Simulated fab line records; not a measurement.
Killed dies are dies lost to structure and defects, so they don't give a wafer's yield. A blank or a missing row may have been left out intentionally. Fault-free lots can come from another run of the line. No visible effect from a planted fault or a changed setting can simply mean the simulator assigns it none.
The tool behind it: which one? ; flow gf180mcu ; Sampling: 11 lots, 33 wafers, 3 of 602 route steps

WHAT EACH GAUGE READ, for each wafer
GF_V1_RS_MEAS_24: uses a four-point probe to measure.
lot;measured;on;V1_W_RS (ohm/sq)
L179;day 18 05:05;film_metro-02;0.3301 0.3308 0.3336
L180;day 18 14:28;film_metro-01;0.3323 0.3281 0.3286
L181;day 18 19:19;film_metro-02;0.3313 0.3278 0.3284
L184;day 20 10:43;film_metro-01;0.3294 0.3399 0.3253
L189;day 22 02:11;film_metro-04;0.3318 0.3304 0.3291
L190;day 22 13:50;film_metro-04;0.3306 0.3285 0.3252
L191;day 23 11:34;film_metro-04;0.3354 0.3352 0.3361
L195;day 24 03:55;film_metro-02;0.3287 0.3300 0.3295
L196;day 24 06:58;film_metro-04;0.3254 1.1982 0.3313 0.3256 1.2012 0.3315
L197;day 24 14:28;film_metro-02;1.2185 0.3343 0.3306 1.2182 0.3342 0.3306
L202;day 26 03:38;film_metro-01;0.3327 0.3272 0.3310

WHAT TOOL EACH LOT RAN ON (gives the tool, then ch and the chambers of the sampled wafers, and finally the start)
lot;GF_M1_SPUTTER_01;GF_V1_CVD_23
L179;pvd_sputter-03, day 16 04:32;cvd_w-01 ch 0,1, day 18 04:58
L180;pvd_sputter-01, day 16 13:44;cvd_w-01 ch 0,1, day 18 14:20
L181;pvd_sputter-03, day 16 16:38;cvd_w-01 ch 0, day 18 19:11
L184;pvd_sputter-01, day 18 06:53;cvd_w-01 ch 0,1, day 20 10:37
L189;pvd_sputter-02, day 19 23:46;cvd_w-01 ch 0,1, day 22 02:05
L190;pvd_sputter-02, day 20 11:35;cvd_w-02 ch 0,1, day 22 13:43
L191;pvd_sputter-02, day 21 10:26;cvd_w-01 ch 0,1, day 23 11:26
L195;pvd_sputter-02, day 22 04:08;cvd_w-02 ch 0,1, day 24 03:47
L196;pvd_sputter-02, day 22 06:25;cvd_w-01 ch 0,1, day 24 06:50
L197;pvd_sputter-01, day 22 14:10;cvd_w-01 ch 0,1, day 24 14:20
L202;pvd_sputter-02, day 24 06:15;cvd_w-02 ch 0,1, day 26 03:30
- GF_M1_SPUTTER_01: material TiN, target thk 30 nm, time 25 s.
- GF_V1_CVD_23: deposits W, target thk 350 nm, time 105.05 s.

THE ANSWER, worked out from the rows above alone
Rule: usual is defined by the lots themselves. Put in order of their means at a reading, lots are off if they are a third of the lots or fewer, leave a main group of 4 or more, and stand apart from it by a gap of 3 or more times the standard deviation of the main group's means; of several such gaps the widest counts. A main group whose means are all the same, to the digits that the tables above print for the reading, isn't used. A lot without any number at a reading at which 4 lots or more have one is off too. All remaining lots with rows at the step are treated as sound.
Off: at GF_V1_RS_MEAS_24 (V1_W_RS), L196, L197. Mean 0.3306 ohm/sq and standard deviation 0.002 in the main group.
If a tool, at a process step before that reading, ran all the lots that are off and no sound lot after the first of them, it fits. Gauges at GF_V1_RS_MEAS_24: tried the same way as those tools. One candidate fits, namely cvd_w-01 at GF_V1_CVD_23. Its last sound lot is L191 (day 23 11:26), its first lot that is off L196 (day 24 06:50): a fault that began between those two fits.

WHAT THE SIMULATOR HAD INSERTED
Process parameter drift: cvd_w-01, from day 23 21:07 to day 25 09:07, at GF_V1_CVD_23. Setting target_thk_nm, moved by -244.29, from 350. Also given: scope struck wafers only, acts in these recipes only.
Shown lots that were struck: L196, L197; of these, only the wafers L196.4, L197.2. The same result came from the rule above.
